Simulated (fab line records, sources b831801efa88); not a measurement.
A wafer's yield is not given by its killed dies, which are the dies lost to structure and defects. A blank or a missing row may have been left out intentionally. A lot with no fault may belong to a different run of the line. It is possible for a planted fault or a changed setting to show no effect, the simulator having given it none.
fab line records	flow gf180mcu
[record] lots = 12	wafers = 36	last_day = 34
route steps=602 shown STI@4 CONTACT@290 V1@350
lots that met no fault: from a run of the same line without faults
start_h: the number of hours between the record's first day and the start of the first shown wafer of the lot	wait_h: hours from the lot's prior step to this one	" repeats the value in the row above	L1.1+2: a row that stands for several wafers	- no value present, or no start provided	* or withheld: withheld	< > ~ a bound
route shown NAME@n: names a module that has steps shown in the file, with the first one's number in the route	usual: the fault-free wafers' mean and standard deviation	same: alike in all rows	chamber/n: place in a boat	sites: each site's reading	_std_site: standard deviation of those values	_edge_site: mean of outer sites minus mean of inner sites	radius_mm: how far each site lies from the wafer's centre	mask NAME#n: copy n	behind: the most recent tool/chamber to have shaped the wafer	hold: the reason the lot was held/the length of the hold in hours/how it ended	device: the n, p or np transistor that did not switch	end of line: the tests these same wafers got at the end of their route	a step given without rows: its recipe and nothing more	killed: not the wafer's yield, but the dies lost to structure and defects at the first sort	map: dies across one wafer; x = killed, . = not, _ = none there
set.NAME: setting as actually run; set.NAME@STEP: the setting as run at that earlier step	model.NAME: the simulator's own value behind a step, which no gauge read
steps of the route over a sample of lots; a table a step, a row a wafer
services: from which hour (start_h, from the record's first day; less than 0 if before it) a tool's chamber was out of use, for how many hours, and why
[[steps]]
[step GF_STI_CVD_03]
[recipe] material = Si3N4	precursor = DCS/NH3	target_thk_nm = 207.16	temp_c = 770	time_s = 3551	pressure_mtorr = 250
[usual] pressure_mtorr = 250.1/0.49	zone_power_top_pct = 26.0/1.9
lot.wafer	tool	chamber	start_h	wait_h	pressure_mtorr	zone_power_top_pct
L498.3	lpcvd-01	0	11.97	0.4	250.0	24.8
L498.4	"	0	"	"	249.7	25.1
L498.6	"	0	"	"	250.2	24.7
L499.3	lpcvd-01	0	16.73	0.0	250.7	24.8
L499.4	"	0	"	"	250.3	24.9
L499.6	"	0	"	"	250.7	25.5
L501.1	lpcvd-02	0	26.58	0.1	249.8	28.9
L501.3	"	0	"	"	248.9	29.3
L501.4	"	0	"	"	249.6	28.9
L502.1	lpcvd-01	0	32.50	0.1	250.6	24.6
L502.5	"	0	"	"	249.9	24.9
L502.6	"	0	"	"	250.1	25.2
L503.3	lpcvd-02	1	36.92	0.0	250.2	26.4
L503.4	"	1	"	"	250.5	26.2
L503.6	"	1	"	"	250.7	26.2
L504.1	lpcvd-02	1	41.73	0.1	250.1	26.3
L504.4	"	1	"	"	250.0	26.0
L504.5	"	1	"	"	250.0	26.2
L506.1	lpcvd-02	1	51.57	0.1	200.1	26.1
L506.2	"	1	"	"	200.4	26.0
L506.4	"	1	"	"	199.4	26.6
L508.2	lpcvd-02	1	61.57	0.0	200.0	26.1
L508.4	"	1	"	"	200.0	26.4
L508.5	"	1	"	"	200.2	26.6
L513.3	lpcvd-01	1	86.57	0.0	250.6	23.7
L513.4	"	1	"	"	250.3	23.3
L513.6	"	1	"	"	250.0	23.3
L515.2	lpcvd-01	0	97.17	0.0	249.1	25.4
L515.3	"	0	"	"	249.6	24.5
L515.6	"	0	"	"	249.2	24.8
L520.2	lpcvd-02	1	121.57	0.0	250.7	26.2
L520.3	"	1	"	"	250.2	26.3
L520.6	"	1	"	"	249.6	26.6
L521.1	lpcvd-02	1	128.27	0.1	250.6	26.4
L521.3	"	1	"	"	250.3	26.0
L521.5	"	1	"	"	250.6	26.1
[step GF_STI_THK_MEAS_04]
[recipe] reads = Si3N4_of_STI_CVD_03
[usual] STI_CVD_03_THK = 206.9/1.9
lot.wafer	tool	chamber	start_h	wait_h	STI_CVD_03_THK[nm]
L498.3	film_metro-01	-	13.98	0.0	206.3
L498.4	"	-	"	"	207.4
L498.6	"	-	"	"	204.6
L499.3	film_metro-02	-	18.74	0.0	208.7
L499.4	"	-	"	"	210.8
L499.6	"	-	"	"	210.9
L501.1	film_metro-04	-	28.56	0.0	207.3
L501.3	"	-	"	"	206.0
L501.4	"	-	"	"	207.2
L502.1	film_metro-02	-	34.49	0.0	206.2
L502.5	"	-	"	"	205.4
L502.6	"	-	"	"	204.3
L503.3	film_metro-02	-	39.92	0.0	208.2
L503.4	"	-	"	"	210.0
L503.6	"	-	"	"	208.7
L504.1	film_metro-02	-	43.71	0.0	206.3
L504.4	"	-	"	"	206.5
L504.5	"	-	"	"	206.0
L506.1	film_metro-02	-	53.56	0.0	193.5
L506.2	"	-	"	"	193.4
L506.4	"	-	"	"	194.2
L508.2	film_metro-01	-	63.57	0.0	195.6
L508.4	"	-	"	"	196.4
L508.5	"	-	"	"	193.7
L513.3	film_metro-04	-	88.58	0.0	209.0
L513.4	"	-	"	"	207.1
L513.6	"	-	"	"	206.7
L515.2	film_metro-01	-	99.16	0.0	208.5
L515.3	"	-	"	"	209.5
L515.6	"	-	"	"	209.0
L520.2	film_metro-02	-	123.57	0.0	211.3
L520.3	"	-	"	"	212.2
L520.6	"	-	"	"	210.7
L521.1	film_metro-01	-	130.26	0.0	204.0
L521.3	"	-	"	"	204.5
L521.5	"	-	"	"	205.8
[step GF_STI_ETCH_13]
[recipe] chemistry = CHF3/O2	stop_on = Si	over_etch_frac = 0.3	target_depth_a = 2823.1	source_w = 600	bias_w = 200	pressure_mtorr = 40	chf3_flow_sccm = 50	O2_flow_sccm = 5	time_s = 112.9
[usual] drypump_motor_current_A = 5.8/0.52	oes_product_au = 0.832/0.0058	throttle_valve_pct = 8.810/0.0082
lot.wafer	tool	chamber	start_h	wait_h	drypump_motor_current_A	oes_product_au	rf_hours_counter_h	throttle_valve_pct
L498.3	rie_diel-04	0	25.62	0.1	5.7	0.822	16	8.821
L498.4	"	0	"	"	5.6	0.834	-	8.811
L498.6	"	2	"	"	5.2	0.824	-	8.812
L499.3	rie_diel-02	0	30.67	0.1	6.4	0.833	113	8.825
L499.4	"	1	"	"	6.2	0.840	106	8.829
L499.6	"	0	"	"	6.4	0.846	-	8.811
L501.1	rie_diel-01	2	39.79	0.1	5.2	0.830	2	8.809
L501.3	"	1	"	"	6.3	0.829	36	8.804
L501.4	"	0	"	"	5.5	0.843	46	8.816
L502.1	rie_diel-04	1	46.62	0.1	6.3	0.833	0	8.811
L502.5	"	3	"	"	6.5	0.827	-	8.814
L502.6	"	0	"	"	5.7	0.830	-	8.815
L503.3	rie_diel-04	3	52.43	0.1	6.5	0.832	5	8.816
L503.4	"	2	"	"	5.2	0.835	101	8.816
L503.6	"	2	"	"	5.2	0.835	-	8.812
L504.1	rie_diel-04	2	56.37	0.1	5.1	0.828	101	8.789
L504.4	"	0	"	"	5.7	0.825	17	8.811
L504.5	"	3	"	"	6.5	0.830	-	8.811
L506.1	rie_diel-04	1	66.52	0.1	6.3	0.802	1	8.798
L506.2	"	2	"	"	5.2	0.810	102	8.796
L506.4	"	3	"	"	6.4	0.807	5	8.802
L508.2	rie_diel-04	0	75.99	0.1	5.7	0.803	17	8.803
L508.4	"	2	"	"	5.2	0.811	102	8.790
L508.5	"	1	"	"	6.3	0.803	-	8.796
L513.3	rie_diel-04	2	102.87	0.1	5.2	0.832	102	8.812
L513.4	"	0	"	"	5.7	0.835	18	8.805
L513.6	"	2	"	"	5.2	0.830	-	8.813
L515.2	rie_diel-04	1	114.03	0.1	6.3	0.837	2	8.800
L515.3	"	2	"	"	5.2	0.829	103	8.801
L515.6	"	1	"	"	6.3	0.834	-	8.811
L520.2	rie_diel-04	1	138.72	0.1	6.3	0.843	3	8.816
L520.3	"	3	"	"	6.5	0.843	7	8.812
L520.6	"	0	"	"	5.7	0.836	-	8.806
L521.1	rie_diel-02	3	145.63	0.1	6.2	0.821	7	8.803
L521.3	"	0	"	"	6.4	0.828	116	8.817
L521.5	"	2	"	"	5.0	0.829	-	8.806
[step GF_CONTACT_THK_MEAS_03]
[recipe] reads = SiO2_of_CONTACT_CVD_02
[usual] CONTACT_CVD_02_THK = 860/11
lot.wafer	tool	chamber	start_h	wait_h	CONTACT_CVD_02_THK[nm]
L498.3	film_metro-01	-	337.53	0.1	853
L498.4	"	-	"	"	864
L498.6	"	-	"	"	861
L499.3	film_metro-03	-	346.12	0.1	862
L499.4	"	-	"	"	885
L499.6	"	-	"	"	876
L501.1	film_metro-04	-	363.24	0.0	863
L501.3	"	-	"	"	871
L501.4	"	-	"	"	885
L502.1	film_metro-03	-	377.06	0.0	860
L502.5	"	-	"	"	870
L502.6	"	-	"	"	865
L503.3	film_metro-03	-	388.33	0.1	859
L503.4	"	-	"	"	876
L503.6	"	-	"	"	860
L504.1	film_metro-01	-	399.31	0.0	846
L504.4	"	-	"	"	856
L504.5	"	-	"	"	857
L506.1	film_metro-03	-	408.61	0.0	851
L506.2	"	-	"	"	851
L506.4	"	-	"	"	870
L508.2	film_metro-03	-	428.81	0.0	860
L508.4	"	-	"	"	881
L508.5	"	-	"	"	876
L513.3	film_metro-01	-	468.95	0.1	843
L513.4	"	-	"	"	856
L513.6	"	-	"	"	850
L515.2	film_metro-01	-	488.43	0.0	844
L515.3	"	-	"	"	855
L515.6	"	-	"	"	860
L520.2	film_metro-01	-	523.70	0.0	847
L520.3	"	-	"	"	853
L520.6	"	-	"	"	868
L521.1	film_metro-01	-	543.20	0.0	868
L521.3	"	-	"	"	862
L521.5	"	-	"	"	883
[step GF_CONTACT_SPUTTER_22]
[recipe] material = Ti	target_thk_nm = 15	chamber_pressure_pa = 5	power_w = 2500	substrate_temp_c = 200	time_s = 80.02
[usual] throttle_valve_pct = 30.2/1.4
lot.wafer	tool	chamber	start_h	wait_h	throttle_valve_pct
L498.3	pvd_sputter-01	-	360.14	0.0	29.3
L498.4	"	-	"	"	31.1
L498.6	"	-	"	"	32.1
L499.3	pvd_sputter-01	-	370.03	0.0	29.3
L499.4	"	-	"	"	32.4
L499.6	"	-	"	"	31.3
L501.1	pvd_sputter-01	-	386.68	0.0	29.5
L501.3	"	-	"	"	31.7
L501.4	"	-	"	"	29.3
L502.1	pvd_sputter-02	-	400.37	0.0	31.7
L502.5	"	-	"	"	31.8
L502.6	"	-	"	"	27.8
L503.3	pvd_sputter-01	-	412.23	0.0	32.2
L503.4	"	-	"	"	29.3
L503.6	"	-	"	"	31.4
L504.1	pvd_sputter-02	-	423.47	0.0	27.9
L504.4	"	-	"	"	31.3
L504.5	"	-	"	"	32.1
L506.1	pvd_sputter-01	-	433.01	0.0	29.5
L506.2	"	-	"	"	32.1
L506.4	"	-	"	"	31.3
L508.2	pvd_sputter-04	-	453.23	0.0	29.9
L508.4	"	-	"	"	29.0
L508.5	"	-	"	"	30.1
L513.3	pvd_sputter-04	-	494.32	0.0	29.2
L513.4	"	-	"	"	30.1
L513.6	"	-	"	"	29.0
L515.2	pvd_sputter-04	-	512.90	0.0	30.0
L515.3	"	-	"	"	29.3
L515.6	"	-	"	"	29.0
L520.2	pvd_sputter-02	-	547.47	0.0	31.3
L520.3	"	-	"	"	27.5
L520.6	"	-	"	"	32.2
L521.1	pvd_sputter-02	-	566.57	0.0	31.2
L521.3	"	-	"	"	27.9
L521.5	"	-	"	"	27.8
[step GF_V1_OVL_MEAS_15]
[usual] V1_OVL = -3/6.6
lot.wafer	tool	chamber	start_h	wait_h	V1_OVL[nm]
L498.3	overlay-01	-	407.29	0.1	-5
L498.4	"	-	"	"	-3
L498.6	"	-	"	"	-6
L499.3	overlay-02	-	420.09	0.1	-9
L499.4	"	-	"	"	-9
L499.6	"	-	"	"	-15
L501.1	overlay-02	-	435.43	0.1	4
L501.3	"	-	"	"	0
L501.4	"	-	"	"	1
L502.1	overlay-02	-	449.47	0.1	-6
L502.5	"	-	"	"	-8
L502.6	"	-	"	"	4
L503.3	overlay-01	-	462.83	0.1	0
L503.4	"	-	"	"	-1
L503.6	"	-	"	"	1
L504.1	overlay-01	-	473.87	0.1	3
L504.4	"	-	"	"	-1
L504.5	"	-	"	"	9
L506.1	overlay-02	-	483.42	0.1	1
L506.2	"	-	"	"	-5
L506.4	"	-	"	"	-10
L508.2	overlay-01	-	504.28	0.1	2
L508.4	"	-	"	"	1
L508.5	"	-	"	"	6
L513.3	overlay-01	-	543.02	0.1	-6
L513.4	"	-	"	"	-12
L513.6	"	-	"	"	-10
L515.2	overlay-01	-	560.35	0.1	3
L515.3	"	-	"	"	-2
L515.6	"	-	"	"	2
L520.2	overlay-02	-	593.39	0.1	6
L520.3	"	-	"	"	15
L520.6	"	-	"	"	6
L521.1	overlay-01	-	610.22	0.1	-2
L521.3	"	-	"	"	-3
L521.5	"	-	"	"	-1
[[services]]
tool	chamber	start_h	hours	kind
rie_diel-04	2	-10.63	30.0	repair
pvd_sputter-02	-	3.12	7.0	repair
lpcvd-02	-	15.36	2.8	pm
pvd_sputter-02	-	142.63	1.2	repair
rie_diel-04	3	156.64	3.2	repair
lpcvd-01	-	178.90	0.7	repair
pvd_sputter-04	-	182.20	13.9	repair
lpcvd-01	-	195.80	1.7	repair
pvd_sputter-04	-	198.74	4.2	repair
pvd_sputter-02	-	222.79	8.0	repair
rie_diel-04	3	262.48	3.3	repair
rie_diel-04	-	293.60	2.8	pm
rie_diel-04	-	333.34	4.0	pm
rie_diel-04	2	340.51	8.0	repair
lpcvd-01	-	340.84	1.1	repair
pvd_sputter-04	-	342.45	6.6	repair
pvd_sputter-02	-	345.60	19.6	repair
rie_diel-04	1	366.60	9.2	repair
lpcvd-01	-	393.56	17.2	pm
pvd_sputter-01	-	397.23	3.1	repair
pvd_sputter-01	-	409.27	2.7	repair
rie_diel-04	-	448.33	15.6	pm
rie_diel-04	0	492.54	4.3	repair
rie_diel-04	0	544.27	5.6	repair
[[key]]
[first_sign] step = GF_STI_CVD_03	reading = pressure_mtorr	direction = down	sigmas = 99+	usual = 250.1	struck = 200.0
[effect] step = GF_STI_THK_MEAS_04	reading = STI_CVD_03_THK	direction = down	sigmas = 6.4	usual = 206.9	struck = 194.5
[effect] step = GF_STI_ETCH_13	reading = oes_product_au	direction = down	sigmas = 4.5	usual = 0.832	struck = 0.806
met_at GF_STI_CVD_03
struck_lots L506,L508
tester_left_out L506,L508
not_acting_at GF_CONTACT_THK_MEAS_03,GF_CONTACT_SPUTTER_22,GF_V1_OVL_MEAS_15
onset_between 41.73 51.57
[fault] kind = process_parameter_drift	tool = lpcvd-02	chamber = -	onset_h = 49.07	steps = GF_STI_CVD_03	channel = pressure_mtorr	offset = -50	shape = step	end_h = 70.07	acts_in = these_recipes_only	stated = 250
// tester_left_out: of these lots the tester's yield and bins aren't shown, on N5 and GAA mostly nor the transistor test; their killed dies are dies lost to structure and defects alone, not to doping, threshold or leakage, so they don't give the yield
